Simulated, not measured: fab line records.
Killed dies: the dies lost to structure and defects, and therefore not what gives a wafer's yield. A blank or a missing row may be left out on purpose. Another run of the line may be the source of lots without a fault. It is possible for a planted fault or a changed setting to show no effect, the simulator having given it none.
8D (eight disciplines) problem report, filled in by code -- flow sfq line -- the parts of the form that need people (team, actions taken, sign-off) are left out

1. THE ISSUE
On 2 wafers of 1 lot, time to endpoint s at SFQ_TRILAYER_I0_CMP_CMP_028 has a mean of 277 s; fault-free wafers read 211 s, standard deviation 8.2. Relative to the usual mean, that is a shift of +8.0 standard deviations.
The step: polishes SiO2.
The first sign was on wafer L180.1 at day 12 01:21, on cmp-02. Wafers with a number at this step in the record: 39, from 13 lots. Rule for "out" (also "out of limits"): further than 4 standard deviations from the usual mean. The other wafers with a number count as sound.

2. WHAT IT IS, WHAT IT ISN'T
question,is,is not
which readings at this step,time to endpoint s,motor current A
which lots,L180,"L166, L167, L169, L171, L172, L173, L175, L176, L177, L181, L182, L184"
which wafers of those lots,"L180.1, L180.3",L180.4
read on which tools,cmp-02,cmp-01
when,from day 12 01:21,"up to then (27 sound wafers); but 10 sound wafers of L180, L181, L182, L184 came after"

3. WHAT RULES OUT EACH SUSPECT
Counting: if a tool at a process step up to the reading ran every lot that is out, it stays a suspect. Sound lots after the first of them don't rule it out here, since some wafers of a struck lot are sound.
- pecvd-02 at SFQ_TRILAYER_I0_DEP_PECVD_027 (deposits SiO2 from SiH4/N2O, time 111.11 s, target thk 500 nm): kept. It ran the lot that is out, L180 (day 12 01:16); its last sound lot up to then is L175 (day 10 16:52).
- cmp-02 at SFQ_TRILAYER_I0_CMP_CMP_028 (polishes SiO2): kept. It ran the lot that is out, L180 (day 12 01:21); its last sound lot up to then is L176 (day 11 13:44). Out on those wafers are its own readings of time to endpoint s.
- Within cmp-02 at SFQ_TRILAYER_I0_CMP_CMP_028: the wafers that are out ran in chambers 0, 3; their sound lot-mates ran in chamber 2.
What counting leaves: pecvd-02 at SFQ_TRILAYER_I0_DEP_PECVD_027 and cmp-02 at SFQ_TRILAYER_I0_CMP_CMP_028.

4. THE CAUSE (what the simulator had put in)
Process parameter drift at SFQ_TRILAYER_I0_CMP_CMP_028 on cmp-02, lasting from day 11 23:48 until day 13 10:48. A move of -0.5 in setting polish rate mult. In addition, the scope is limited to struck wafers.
This tool is one of the 2 suspects left after counting.

5. THE EFFECT CHAIN, in route order
Each row: a reading where the mean over the struck wafers with a number is more than 3 standard deviations away from the usual. Only readings whose record carries a usual standard deviation are examined. hours: median over the lots of the time between each lot's start at the first step of this table that gives one and its start at this step. sigmas: the change, counted in usual standard deviations.
hours,step,reading,usual,on struck wafers,change,sigmas
0,SFQ_TRILAYER_I0_CMP_CMP_028,time to endpoint s,211 s,277,+66,+8.0
3,SFQ_TRILAYER_I0_METRO_MEASURE_029,thk nm,199.5 nm,300.6,+101.1,+72
63,SFQ_TRILAYER_I0_VIA_ETCH_VIA_ETCH_034,oes product au,0.853 a.u.,1.002,+0.149,+26
Its process steps:
- SFQ_TRILAYER_I0_CMP_CMP_028: polishes SiO2.
- SFQ_TRILAYER_I0_METRO_MEASURE_029
- SFQ_TRILAYER_I0_VIA_ETCH_VIA_ETCH_034: etches SiO2 in CHF3, stops on Nb, target depth 260 nm.

6. HOW IT WOULD HAVE BEEN CAUGHT EARLIER
In this record no reading fell out of limits until day 12 01:21, 2 hours after the fault had begun at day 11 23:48.
